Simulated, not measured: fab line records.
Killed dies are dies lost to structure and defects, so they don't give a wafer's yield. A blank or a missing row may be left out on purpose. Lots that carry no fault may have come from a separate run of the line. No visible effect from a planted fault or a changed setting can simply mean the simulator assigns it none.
fab line records	flow sky130
record lots=14	wafers=42	last-day=50
route steps=708 shown FIELD_ISO@13 SD_P@330 LI_CONTACT@374
lots with no fault: from the same line, run without faults
start-h: hours from the record's first day to the start of the lot's first wafer shown	wait-h: hours since the lot's step before	" unchanged from the row above	L1.1+2: several wafers, shown together as one row	- either no value or no given start	* or withheld: withheld	< > ~ a bound
route shown NAME@n: names a module that has steps shown in the file, with the first one's number in the route	usual: mean and standard deviation over wafers with no fault	same: alike in all rows	chamber/n: place in a boat	sites: readings site by site	_std_site: standard deviation of those values	_edge_site: inner sites' mean taken away from outer sites' mean	radius-mm: how far each site lies from the wafer's centre	mask NAME#n: copy n	behind: the most recent tool/chamber to have shaped the wafer	hold: cause of the lot's hold/its duration in hours/its outcome	device: the transistor (n, p or np) that didn't switch	end of line: the tests these same wafers got at the end of their route	a step with no rows: only its recipe	killed: dies that structure and defects cost at the first sort, which is not the same as the wafer's yield	map: shows each die of a wafer: x if killed, . if not, _ if none is there
set.NAME: the setting the step ran with; set.NAME@STEP: the setting that earlier step ran with	model.NAME: the simulator's own value behind a step, which no gauge read
a sample of lots followed through the steps of the route, with each step as a table and each wafer as a row
services: from which hour (start-h, from the record's first day; less than 0 if before it) a tool's chamber was out of use, for how many hours, and why
## steps
# step SKY_FIELD_ISO_DEVELOP_12
# recipe develop-time-s=60	resist=KrF-thick	dev-temp-c=21
# usual chill-plate-temp-C=22.98/0.1	develop-time-s=60/0	resist-line-temp-C=23.01/0.1
lot.wafer	tool	chamber	start-h	wait-h	chill-plate-temp-C	develop-time-s	resist-line-temp-C
L645.3	litho-track-03	0	36	-	23.16	60	23.08
L645.5	"	0	"	"	23.13	60	23.00
L645.6	"	0	"	"	23.09	60	22.96
L646.2	litho-track-03	0	40	-	23.16	60	22.90
L646.3	"	0	"	"	23.08	60	23.03
L646.5	"	0	"	"	23.04	60	23.08
L648.2	litho-track-02	0	49	-	22.89	60	23.09
L648.4	"	0	"	"	22.92	60	23.03
L648.6	"	0	"	"	22.98	60	23.17
L649.1	litho-track-03	0	55	-	23.00	60	22.99
L649.3	"	0	"	"	22.96	60	22.96
L649.6	"	0	"	"	23.00	60	22.97
L650.1	litho-track-04	0	61	-	22.97	60	22.96
L650.2	"	0	"	"	22.88	60	22.95
L650.4	"	0	"	"	23.07	60	22.93
L657.1	litho-track-04	0	97	-	22.83	60	23.04
L657.5	"	0	"	"	22.78	60	23.24
L657.6	"	0	"	"	22.97	60	23.06
L658.1	litho-track-04	-	100	-	-	-	-
L658.3	"	-	"	"	-	-	-
L658.4	"	-	"	"	-	-	-
L659.2	litho-track-03	-	105	-	-	-	-
L659.3	"	-	"	"	-	-	-
L659.4	"	-	"	"	-	-	-
L660.1	litho-track-04	0	112	-	23.11	60	22.97
L660.4	"	0	"	"	23.09	60	23.05
L660.6	"	0	"	"	23.06	60	23.05
L661.2	litho-track-02	0	115	-	22.94	60	22.96
L661.3	"	0	"	"	23.09	60	22.97
L661.5	"	0	"	"	23.00	60	22.90
L662.1	litho-track-04	0	120	-	22.83	60	23.12
L662.3	"	0	"	"	22.97	60	23.06
L662.5	"	0	"	"	22.85	60	23.18
L664.1	litho-track-02	0	134	-	23.01	60	22.94
L664.5	"	0	"	"	23.10	60	22.90
L664.6	"	0	"	"	23.03	60	22.85
L666.1	litho-track-03	0	143	-	23.07	60	23.14
L666.2	"	0	"	"	23.13	60	23.06
L666.5	"	0	"	"	22.99	60	22.96
L667.3	litho-track-04	0	147	-	23.05	60	22.95
L667.5	"	0	"	"	22.91	60	23.18
L667.6	"	0	"	"	22.91	60	22.97
# step SKY_SD_P_STRIP_10
# recipe chemistry=O2/N2	power-w=1400	pressure-mtorr=1500	platen-temp-c=withheld	o2-flow-sccm=3000	n2-flow-sccm=300	overash-fraction=0.5
# usual drypump-motor-current-A=6.0/0.69	oes-product-au=0.617/0.0044	strip-time-to-endpoint-s=17.50/0.036
# same overash-fraction=0.5
lot.wafer	tool	chamber	start-h	wait-h	drypump-motor-current-A	oes-product-au	rf-hours-counter-h	strip-time-to-endpoint-s
L645.3	plasma-asher-03	0	605.04	0.1	6.1	0.618	-	17.58
L645.5	"	1	"	"	6.3	0.616	-	17.53
L645.6	"	0	"	"	6.1	0.619	-	17.50
L646.2	plasma-asher-03	1	609.56	0.1	6.3	0.618	80	17.54
L646.3	"	0	"	"	6.1	0.618	-	17.58
L646.5	"	1	"	"	6.3	0.615	-	17.56
L648.2	plasma-asher-02	0	623.96	0.1	6.6	0.615	49	17.50
L648.4	"	0	"	"	6.5	0.622	-	17.52
L648.6	"	0	"	"	6.5	0.612	-	17.52
L649.1	plasma-asher-02	0	633.46	0.1	6.5	0.615	50	17.47
L649.3	"	0	"	"	6.6	0.613	-	17.45
L649.6	"	0	"	"	6.5	0.620	-	17.43
L650.1	plasma-asher-04	1	643.55	0.1	6.4	0.615	22	17.49
L650.2	"	0	"	"	6.5	0.619	22	17.51
L650.4	"	1	"	"	6.4	0.614	-	17.51
L657.1	plasma-asher-02	0	705.60	0.1	6.6	0.616	57	17.49
L657.5	"	1	"	"	4.9	0.612	-	17.46
L657.6	"	0	"	"	6.6	0.617	-	17.50
L660.1	plasma-asher-03	1	727.30	0.1	6.3	0.611	92	17.44
L660.4	"	0	"	"	6.1	0.621	-	17.45
L660.6	"	0	"	"	6.1	0.616	-	17.46
L661.2	plasma-asher-03	0	731.21	0.1	6.1	0.618	92	17.47
L661.3	"	0	"	"	6.1	0.603	-	17.47
L661.5	"	0	"	"	6.1	0.616	-	17.49
L662.1	plasma-asher-03	1	737.56	0.1	6.3	0.616	93	17.48
L662.3	"	0	"	"	6.1	0.620	-	17.47
L662.5	"	0	"	"	6.1	0.619	-	17.47
L664.1	plasma-asher-02	1	754.86	0.1	4.9	0.620	62	17.51
L664.5	"	1	"	"	4.9	0.620	-	17.56
L664.6	"	0	"	"	6.6	0.620	-	17.54
L666.1	plasma-asher-02	1	764.41	0.1	4.9	0.613	63	17.54
L666.2	"	0	"	"	6.6	0.616	63	17.54
L666.5	"	0	"	"	6.6	0.630	-	17.52
L667.3	plasma-asher-02	1	771.85	0.1	4.8	0.617	-	17.54
L667.5	"	0	"	"	6.6	0.616	-	17.49
L667.6	"	1	"	"	4.9	0.620	-	17.51
# step SKY_LI_CONTACT_CD_MEAS_12
# recipe target-cd-nm=170
# usual cd-nm=169.9/1.4
lot.wafer	tool	chamber	start-h	wait-h	cd-nm
L645.3	cd-sem-01	-	693.23	-	170.3
L645.5	"	-	"	"	171.0
L645.6	"	-	"	"	171.8
L646.2	cd-sem-01	-	697.11	-	169.4
L646.3	"	-	"	"	167.6
L646.5	"	-	"	"	168.3
L648.2	cd-sem-01	-	709.34	-	168.1
L648.4	"	-	"	"	169.8
L648.6	"	-	"	"	170.3
L649.1	cd-sem-01	-	720.32	-	168.4
L649.3	"	-	"	"	168.3
L649.6	"	-	"	"	170.0
L650.1	cd-sem-01	-	728.50	-	166.5
L650.2	"	-	"	"	167.1
L650.4	"	-	"	"	168.8
L657.1	cd-sem-01	-	788.45	-	169.5
L657.5	"	-	"	"	168.8
L657.6	"	-	"	"	169.6
L660.1	cd-sem-02	-	809.30	-	170.9
L660.4	"	-	"	"	172.9
L660.6	"	-	"	"	171.8
L661.2	cd-sem-01	-	813.54	-	167.8
L661.3	"	-	"	"	169.5
L661.5	"	-	"	"	168.6
L662.1	cd-sem-02	-	820.29	-	172.2
L662.3	"	-	"	"	172.2
L662.5	"	-	"	"	173.2
L664.1	cd-sem-02	-	836.60	-	170.3
L664.5	"	-	"	"	168.9
L664.6	"	-	"	"	168.2
L666.1	cd-sem-01	-	846.94	-	170.5
L666.2	"	-	"	"	170.6
L666.5	"	-	"	"	171.2
L667.3	cd-sem-02	-	852.70	-	168.9
L667.5	"	-	"	"	170.3
L667.6	"	-	"	"	169.0
# step SKY_LI_CONTACT_STRIP_16
# recipe chemistry=O2/N2	power-w=1400	pressure-mtorr=1500	platen-temp-c=withheld	o2-flow-sccm=3000	n2-flow-sccm=300	overash-fraction=0.5
# usual drypump-motor-current-A=5.9/0.51	oes-product-au=0.375/0.005	strip-time-to-endpoint-s=3.49/0.04
# same overash-fraction=0.5
lot.wafer	tool	chamber	start-h	wait-h	drypump-motor-current-A	oes-product-au	rf-hours-counter-h	strip-time-to-endpoint-s
L645.3	plasma-asher-01	0	693.51	-	5.8	0.375	-	3.46
L645.5	"	1	"	"	5.7	0.378	-	3.45
L645.6	"	0	"	"	5.8	0.368	-	3.53
L646.2	plasma-asher-03	0	697.38	-	6.0	0.377	89	3.50
L646.3	"	0	"	"	6.1	0.367	-	3.42
L646.5	"	1	"	"	6.3	0.372	-	3.41
L648.2	plasma-asher-01	1	709.60	-	5.7	0.374	101	3.43
L648.4	"	0	"	"	5.9	0.386	-	3.50
L648.6	"	1	"	"	5.7	0.374	-	3.51
L649.1	plasma-asher-01	1	720.60	-	5.7	0.371	102	3.53
L649.3	"	1	"	"	5.7	0.377	-	3.45
L649.6	"	0	"	"	5.9	0.375	-	3.47
L650.1	plasma-asher-02	0	728.79	-	6.5	0.366	59	3.48
L650.2	"	1	"	"	4.9	0.376	59	3.53
L650.4	"	1	"	"	4.9	0.377	-	3.47
L657.1	plasma-asher-03	1	788.74	-	6.3	0.381	98	3.56
L657.5	"	0	"	"	6.1	0.371	-	3.49
L657.6	"	1	"	"	6.3	0.368	-	3.47
L660.1	plasma-asher-01	0	809.59	-	5.9	0.374	8	3.50
L660.4	"	1	"	"	5.7	0.375	-	3.54
L660.6	"	1	"	"	5.7	0.381	-	3.50
L661.2	plasma-asher-02	0	813.81	-	6.6	0.376	69	3.53
L661.3	"	0	"	"	6.6	0.374	-	3.40
L661.5	"	1	"	"	4.9	0.377	-	3.54
L662.1	plasma-asher-01	0	820.58	-	5.9	0.382	9	3.47
L662.3	"	1	"	"	5.7	0.371	-	3.46
L662.5	"	0	"	"	5.9	0.373	-	3.47
L664.1	plasma-asher-03	1	836.89	-	6.3	0.378	103	3.51
L664.5	"	0	"	"	6.0	0.370	-	3.48
L664.6	"	1	"	"	6.3	0.379	-	3.54
L666.1	plasma-asher-03	0	847.23	-	6.1	0.386	104	3.52
L666.2	"	1	"	"	6.3	0.370	104	3.45
L666.5	"	0	"	"	6.1	0.378	-	3.52
L667.3	plasma-asher-03	1	852.97	-	6.3	0.374	-	3.46
L667.5	"	1	"	"	6.3	0.376	-	3.45
L667.6	"	0	"	"	6.1	0.376	-	3.51
## services
tool	chamber	start-h	hours	kind
plasma-asher-01	-	47.77	4.6	repair
plasma-asher-04	-	93.58	14.6	pm
plasma-asher-01	-	95.47	3.2	repair
plasma-asher-02	-	108.75	9.0	pm
plasma-asher-02	-	146.40	5.3	repair
plasma-asher-04	-	202.63	2.8	pm
plasma-asher-02	-	232.91	1.6	repair
plasma-asher-02	-	235.55	0.8	repair
plasma-asher-02	-	256.78	2.8	pm
plasma-asher-01	-	281.11	2.8	pm
plasma-asher-02	-	286.43	2.3	repair
plasma-asher-02	-	315.89	3.8	repair
plasma-asher-01	-	346.57	3.3	pm
plasma-asher-01	-	381.34	15.6	pm
plasma-asher-04	-	385.59	1.0	repair
plasma-asher-04	-	413.98	1.1	repair
plasma-asher-02	-	417.11	0.5	repair
plasma-asher-04	-	421.25	9.0	pm
plasma-asher-01	-	445.88	14.6	pm
plasma-asher-04	-	586.69	2.5	repair
plasma-asher-02	-	604.89	8.3	repair
plasma-asher-03	-	616.61	0.9	repair
plasma-asher-01	-	733.75	9.0	pm
plasma-asher-01	-	826.01	0.5	repair
## key
first-sign step=SKY_FIELD_ISO_DEVELOP_12	reading=tool-record	direction=missing
effect none on later readings
met-at SKY_FIELD_ISO_DEVELOP_12
struck-lots L658,L659
later-rows-left-out L658.1,L658.3,L658.4,L659.2,L659.3,L659.4
sort-left-out L658.1,L658.3,L658.4,L659.2,L659.3,L659.4
tester-left-out L658,L659
not-acting-at SKY_SD_P_STRIP_10,SKY_LI_CONTACT_CD_MEAS_12,SKY_LI_CONTACT_STRIP_16
onset-between 97 100
fault kind=skipped-step-whole	tool=litho-track-03,litho-track-04	chamber=-	onset-h=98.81	steps=SKY_FIELD_ISO_DEVELOP_12	scope=struck-lots-only
# tester-left-out: of these lots the tester's yield and bins aren't shown, on N5 and GAA mostly nor the transistor test; their killed dies are dies lost to structure and defects alone, not to doping, threshold or leakage, so they don't give the yield
# sort-left-out: the simulated sort isn't trusted on such a fault, so these wafers' sort isn't shown, and their yield isn't known
# later-rows-left-out: the simulator's readings of these wafers behind a module that went badly wrong aren't trusted and aren't shown, but for the sort
